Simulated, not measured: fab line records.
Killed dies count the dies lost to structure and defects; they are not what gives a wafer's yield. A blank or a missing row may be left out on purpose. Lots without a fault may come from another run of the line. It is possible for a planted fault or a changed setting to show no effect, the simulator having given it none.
Matching of chambers | flow sky130 | 4 sister chambers for SKY_VIA3_CMP_24 on cmp-01
The step polishes, stops on SiO2, t overpolish 20 s, target thk 0 nm. 8 wafers are shown with their chamber, then 10 later ones without.

== WAFERS, EACH WITH ITS CHAMBER ==
wafer  | chamber | motor_current_A (A) | overpolish_run_s (s)
L078.2 | 3       | 11.7                | 19.974
L080.5 | 1       | 12.4                | 19.993
L082.6 | 2       | 11.1                | 20.000
L084.1 | 0       | 12.2                | 20.009
L084.4 | 1       | 12.6                | 20.010
L084.6 | 0       | 11.3                | 19.989
L086.1 | 2       | 11.2                | 19.997
L086.3 | 3       | 11.7                | 20.008

== WAFERS WITH NO CHAMBER GIVEN ==
wafer  | motor_current_A (A) | overpolish_run_s (s)
L086.5 | 13.4                | 20.004
L090.2 | 13.3                | 20.003
L090.3 | 12.3                | 20.012
L090.5 | 11.5                | 20.001
L093.1 | 11.1                | 19.999
L093.2 | 12.9                | 19.986
L093.4 | 11.6                | 19.999
L094.1 | 11.5                | 19.997
L094.2 | 11.9                | 20.012
L094.6 | 12.2                | 20.000

== THE CHAMBER EACH PASSED THROUGH ==
wafer  | from the rows above               | in truth
L086.5 | 1                                 | 1
L090.2 | 1                                 | 1
L090.3 | can't be placed: 1 or 0 or 3      | 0
L090.5 | can't be placed: 0 or 3 or 2      | 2
L093.1 | can't be placed: 2 or 3 or 0      | 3
L093.2 | 1                                 | 1
L093.4 | can't be placed: 0 or 3 or 2      | 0
L094.1 | can't be placed: 3 or 0 or 2      | 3
L094.2 | can't be placed: 0 or 3 or 1 or 2 | 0
L094.6 | can't be placed: 1 or 0 or 3      | 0
3 of 10 placed correctly. These rows do not allow placing 7 (true chamber among the candidates in 7). Wrongly placed: 0.
How it was worked out, from the rows above alone: a wafer's distance from a chamber is the root of the sum, over the readings, of the square of ((its reading less the chamber's mean) divided by the reading's scatter). If the next closest chamber is less than 2 further off than the closest, the wafer can't be placed; otherwise it belongs to the closest. For every chamber, the mean is computed from those of its wafers that are shown. How the scatter is found: for the shown wafers, subtract from each reading the mean of its chamber, square and add these, divide the total by (wafers less chambers), then take the root.
